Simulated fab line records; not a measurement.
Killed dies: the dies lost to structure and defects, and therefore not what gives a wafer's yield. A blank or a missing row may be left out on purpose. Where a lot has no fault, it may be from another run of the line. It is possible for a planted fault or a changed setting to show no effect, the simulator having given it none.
Which tool was responsible?    flow sky130    7 lots with 21 wafers sampled at 2 steps, on a route of 708 steps

## WHAT THE GAUGES SHOWED, per wafer
SKY_VIA2_THK_MEAS_01.
lot   measured      on            VIA2_HDPCVD_THK (nm)
L386  day 36 06:13  filmMetro-01  1181 1170 1187
L392  day 38 06:23  filmMetro-04  1169 1184 1169
L396  day 39 00:41  filmMetro-04  1168 1162 1055
L398  day 40 07:25  filmMetro-02  1186 1184 1194
L400  day 40 18:29  filmMetro-02  1174 1180 1177
L403  day 41 06:38  filmMetro-04  1169 1159 1159
L406  day 42 02:37  filmMetro-01  1152 1156 1164

## EACH LOT AND THE TOOL THAT RAN IT (in order: tool; ch and the chambers of the sampled wafers; start)
lot   SKY_VIA2_HDPCVD_00
L386  hdpcvd-01 ch 0,1, day 36 06:04
L392  hdpcvd-01 ch 0,2, day 38 06:16
L396  hdpcvd-02 ch 0,1, day 39 00:34
L398  hdpcvd-01 ch 0,2, day 40 07:18
L400  hdpcvd-01 ch 1, day 40 18:17
L403  hdpcvd-01 ch 1,2, day 41 06:26
L406  hdpcvd-01 ch 1,2, day 42 02:29
- SKY_VIA2_HDPCVD_00: deposits SiO2, target thk 1180 nm, time 196.7 s.

## THE ANSWER, worked out from the rows above alone
Rule: the lots themselves supply what counts as usual. Put in order of their means at a reading, lots are off if they are a third of the lots or fewer, leave a main group of 4 or more, and stand apart from it by a gap of 3 or more times the standard deviation of the main group's means; of several such gaps the widest counts. A main group whose means are all the same, to the digits that the tables above print for the reading, isn't used. Also off: a lot with no number at a reading for which 4 or more lots have one. All remaining lots with rows at the step are treated as sound.
Nothing can be told from this: no lot is off at any reading shown.

## WHAT HAD BEEN PUT IN BY THE SIMULATOR
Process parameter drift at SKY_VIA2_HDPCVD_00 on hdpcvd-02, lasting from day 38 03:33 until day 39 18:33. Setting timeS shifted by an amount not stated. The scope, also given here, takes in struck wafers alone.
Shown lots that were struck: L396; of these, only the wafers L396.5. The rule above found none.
